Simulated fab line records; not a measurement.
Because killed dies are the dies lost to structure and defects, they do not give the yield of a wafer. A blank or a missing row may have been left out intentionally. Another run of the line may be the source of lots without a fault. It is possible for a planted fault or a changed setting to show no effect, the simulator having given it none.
Split-lot study ; flow gf180mcu ; 23 wafers read from 5 lots, route of 602 steps

## SPLIT DETAILS
At GF_POLY_GATE_COAT_05 (resist thk 700 nm), the setting resist_thk_nm was moved away from the recipe's 700 nm on 4 of the 23 wafers read, by +3.0% to +4.6%. This setting was run at the recipe's value on the other wafers.

The reading is taken at the split's own step.

## THE READING
KrF_of_POLY_GATE_COAT_05.thk_nm (the simulator's own value, which no gauge read), in nm, at GF_POLY_GATE_COAT_05 (resist thk 700 nm). The file gives no usual value for it. Average 701.7 nm, standard deviation 1.8 nm, over the 19 wafers here run with the recipe.

wafer;tool, chamber at the split;resist_thk_nm as run, nm;against the recipe;KrF_of_POLY_GATE_COAT_05.thk_nm, nm;against lot-mates on the recipe
L076.1;litho_track-03, 0;700;recipe;701.9;-
L076.2;litho_track-03, 0;700;recipe;704.5;-
L076.3;litho_track-03, 0;732.3;+4.6%;734.5;+31.1
L076.4;litho_track-03, 0;732.3;+4.6%;734.1;+30.7
L076.5;litho_track-03, 0;700;recipe;703.7;-
L079.2;litho_track-01, 0;700;recipe;700.9;-
L079.3;litho_track-01, 0;700;recipe;701.3;-
L079.6;litho_track-01, 0;700;recipe;698;-
L083.2;litho_track-01, 0;700;recipe;699.5;-
L083.3;litho_track-01, 0;700;recipe;698.1;-
L083.4;litho_track-01, 0;700;recipe;703;-
L083.5;litho_track-01, 0;700;recipe;702.1;-
L083.6;litho_track-01, 0;700;recipe;701.5;-
L084.1;litho_track-01, 0;700;recipe;700;-
L084.2;litho_track-01, 0;700;recipe;702.5;-
L084.3;litho_track-01, 0;721;+3.0%;720.5;+19.4
L084.5;litho_track-01, 0;721;+3.0%;721.1;+20.0
L084.6;litho_track-01, 0;700;recipe;700.7;-
L085.1;litho_track-04, 0;700;recipe;701.4;-
L085.2;litho_track-04, 0;700;recipe;703;-
L085.3;litho_track-04, 0;700;recipe;703.4;-
L085.4;litho_track-04, 0;700;recipe;703.8;-
L085.5;litho_track-04, 0;700;recipe;703.7;-

FIT RESULTS
A straight line over all 23 wafers: KrF_of_POLY_GATE_COAT_05.thk_nm changes by +6.86 nm for each +1% of resist_thk_nm; r = +0.99; the points scatter about the line by 1.8 nm.
The same after taking each lot's own level away (the mean of its wafers on the recipe; 23 wafers): +6.67 nm for each +1%; r = +0.99; scatter 1.3 nm.
According to that fit, moving resist_thk_nm by its largest amount changes the reading by 31 nm.
Measured against the standard deviation above, the lots' own levels, which go from 700.07 to 703.37 nm, span 1.8 times it.
Consequently the slope shifts little with the lot-to-lot level, the two slopes agreeing.
Check: for one of the wafers moved furthest among these (+4.6%), held out of the fit, the line's prediction against its lot-mates is +30.6 nm. It came out at +31.1 nm against them.

## OTHER SPLITS APPLIED TO THESE WAFERS
Note: prior to the reading, these wafers also went through further splits. Each is held against what the fit with the lots' levels taken away leaves over:
other split on the same wafers;wafers away from the commonest value;r with KrF_of_POLY_GATE_COAT_05.thk_nm (lot level and that fit taken away)
GF_STI_COAT_07 resist_thk_nm;8;+0.08
GF_STI_SOFTBAKE_08 temp_c;10;-0.36
GF_LVPWELL_COAT_02 resist_thk_nm;7;-0.19
GF_MVSD_COAT_02 resist_thk_nm;9;+0.04
GF_MVSD_IMPLANT_08 dose_cm2;8;+0.17
GF_MVPSD_IMPLANT_08 dose_cm2;6;+0.17
GF_VT_IMPLANT_IMPLANT_19 energy_kev;8;+0.11
GF_VT_IMPLANT_COAT_35 spin_rpm;10;+0.13
GF_VT_IMPLANT_DEVELOP_39 develop_time_s;6;+0.11

## FILE'S OWN FIT
KrF_of_POLY_GATE_COAT_05.thk_nm changes by +6.66 nm for each +1% of resist_thk_nm, r = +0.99.
